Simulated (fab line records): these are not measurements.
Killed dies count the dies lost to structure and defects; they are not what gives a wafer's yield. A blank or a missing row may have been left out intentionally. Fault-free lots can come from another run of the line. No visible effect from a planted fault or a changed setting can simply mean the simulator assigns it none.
Matching of chambers -- flow gf180mcu -- GF_CONTACT_CMP_04 on cmp-02 has 4 sister chambers
The step polishes SiO2. 16 wafers are shown with their chamber, then 8 later ones without.

## WAFERS, EACH WITH ITS CHAMBER
wafer,chamber,motor-current-A (A),time-to-endpoint-s (s)
L924.2,2,12.4,104
L924.3,3,11.4,108
L924.6,1,10.7,118
L925.1,1,10.7,111
L925.2,2,12.3,95
L925.3,0,14.3,106
L934.4,2,11.7,111
L934.5,3,11.2,111
L934.6,2,12.3,110
L936.1,1,10.5,118
L936.5,3,10.7,109
L936.6,0,14.4,102
L937.2,2,12.2,105
L937.3,3,11.1,111
L937.4,1,10.5,118
L939.1,0,14.2,101

SIGNATURES (averages over the wafers above)
reading,chamber 0,chamber 1,chamber 2,chamber 3,scatter within a chamber
motor-current-A,14.300,10.600,12.180,11.100,0.229
time-to-endpoint-s,103.00,116.25,105.00,109.75,4.28
Rule: for each reading, subtract the chamber's mean from the wafer's reading, divide by that reading's scatter and square the result; add these up over the readings and take the root, which gives the wafer's distance from the chamber. If the next closest chamber is less than 2 further off than the closest, the wafer can't be placed; otherwise it belongs to the closest. The scatter: the root of (the sum of the squares of (reading less its chamber's mean) over the shown wafers, divided by (wafers less chambers)).

## WAFERS MISSING THEIR CHAMBER
wafer,motor-current-A (A),time-to-endpoint-s (s)
L939.3,11.1,122
L939.4,10.8,117
L940.1,11.1,106
L940.3,13.9,101
L940.6,11.4,125
L942.3,12.5,103
L942.4,14.0,103
L942.6,12.1,119

## WHICH CHAMBER EACH ONE RAN IN
wafer,from the rows above,in truth
L939.3,can't be placed: 1 or 3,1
L939.4,can't be placed: 1 or 3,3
L940.1,3,3
L940.3,0,0
L940.6,can't be placed: 3 or 1 or 2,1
L942.3,2,2
L942.4,0,0
L942.6,can't be placed: 2 or 3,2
Correctly placed: 4 of 8. Can't be placed from these rows: 4 (the true chamber is among the candidates in 4). 0 placed wrongly.
